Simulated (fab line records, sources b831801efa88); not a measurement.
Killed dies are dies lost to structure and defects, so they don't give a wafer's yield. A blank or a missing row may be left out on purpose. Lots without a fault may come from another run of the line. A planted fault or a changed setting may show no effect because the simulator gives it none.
Which tool did it? | flow gf180mcu | 14 lots, 42 wafers sampled, at 3 steps of a route of 602

WHAT THE GAUGES READ, wafer by wafer
GF_V5_BOW_MEAS_05. Usual: V5_BOW 134 um, standard deviation 10.
lot  | measured     | on            | V5_BOW (um) | flag
L509 | day 26 12:21 | film_metro-01 | 120 127 141 |
L510 | day 26 19:20 | film_metro-01 | 134 132 129 |
L511 | day 26 23:34 | film_metro-03 | 154 138 138 |
L512 | day 27 07:09 | film_metro-01 | 126 126 129 |
L513 | day 27 18:01 | film_metro-01 | 161 156 137 |
L514 | day 28 00:07 | film_metro-03 | 113 117 128 |
L518 | day 29 05:38 | film_metro-01 | 111 109 117 |
L519 | day 29 19:11 | film_metro-01 | 136 135 142 |
L520 | day 29 22:22 | film_metro-01 | 122 120 139 |
L526 | day 31 12:17 | film_metro-02 | 124 141 133 |
L529 | day 32 09:17 | film_metro-03 | 134 134 135 |
L530 | day 32 13:59 | film_metro-01 | 141 142 145 |
L531 | day 32 23:24 | film_metro-01 | 145 134 148 |
L532 | day 33 04:15 | film_metro-02 | 134 127 130 |

GF_V5_RS_MEAS_24: measures by four-point-probe. Usual: V5_W_RS 0.327 ohm/sq, standard deviation 0.0042.
lot  | measured     | on            | V5_W_RS (ohm/sq)  | flag
L509 | day 27 09:53 | film_metro-03 | 0.328 0.329 0.324 |
L510 | day 27 16:53 | film_metro-02 | 0.324 0.332 0.332 |
L511 | day 27 21:04 | film_metro-02 | 0.330 0.324 0.329 |
L512 | day 28 03:22 | film_metro-01 | 0.332 0.324 0.326 |
L513 | day 28 14:43 | film_metro-01 | 0.325 0.323 0.330 |
L514 | day 28 19:58 | film_metro-01 | 0.328 0.321 0.330 |
L518 | day 30 01:20 | film_metro-03 | 0.326 0.331 0.329 |
L519 | day 30 14:56 | film_metro-02 | 0.316 0.320 0.330 |
L520 | day 30 17:55 | film_metro-01 | 0.330 0.330 0.322 |
L526 | day 32 06:49 | film_metro-01 | 0.330 0.333 0.332 |
L529 | day 33 01:53 | film_metro-01 | 0.323 0.324 0.322 |
L530 | day 33 06:16 | film_metro-02 | 0.325 0.325 0.326 |
L531 | day 33 15:15 | film_metro-02 | 0.335 0.335 0.330 |
L532 | day 33 20:26 | film_metro-02 | 0.335 0.331 0.333 |

WHICH TOOL RAN EACH LOT (tool, then ch and the chambers of the sampled wafers, then the start)
lot  | GF_DUAL_GATE_DEVELOP_10
L509 | litho_track-03 ch 0, day 8 11:26
L510 | litho_track-04 ch 0, day 8 18:04
L511 | litho_track-01 ch 0, day 8 19:31
L512 | litho_track-01 ch 0, day 9 04:15
L513 | litho_track-03 ch 0, day 9 13:56
L514 | litho_track-04 ch 0, day 9 16:44
L518 | litho_track-03 ch 0, day 10 22:59
L519 | litho_track-03 ch 0, day 11 08:48
L520 | litho_track-03 ch 0, day 11 14:44
L526 | litho_track-04 ch 0, day 13 06:10
L529 | litho_track-03 ch 0, day 14 07:14
L530 | litho_track-04 ch 0, day 14 17:01
L531 | litho_track-01 ch 0, day 15 02:07
L532 | litho_track-03 ch 0, day 15 10:05
- GF_DUAL_GATE_DEVELOP_10: develop time 60 s.

WHAT THE TOOLS THEMSELVES READ (means of the sampled wafers that have a number; where no wafer has one, the mark that the record gives instead)
The record holds no such reading with a usual standard deviation.

THE ANSWER, worked out from the rows above alone
Rule: a lot is off if the mean of its wafers that have a number lies more than 3 standard deviations from the usual mean. A lot without any number at a reading at which 4 lots or more have one is off too. The other lots that the step has rows for count as sound. The gauges are gone through in route order, then the tools' own readings, and for those a lot's mean is taken as printed above. The first step at which some lot is off is used, and at that step the reading that is off furthest; a lot without a number counts as furthest.
No lot is off at any reading shown: from this, nothing can be told.

WHAT THE SIMULATOR HAD PUT IN
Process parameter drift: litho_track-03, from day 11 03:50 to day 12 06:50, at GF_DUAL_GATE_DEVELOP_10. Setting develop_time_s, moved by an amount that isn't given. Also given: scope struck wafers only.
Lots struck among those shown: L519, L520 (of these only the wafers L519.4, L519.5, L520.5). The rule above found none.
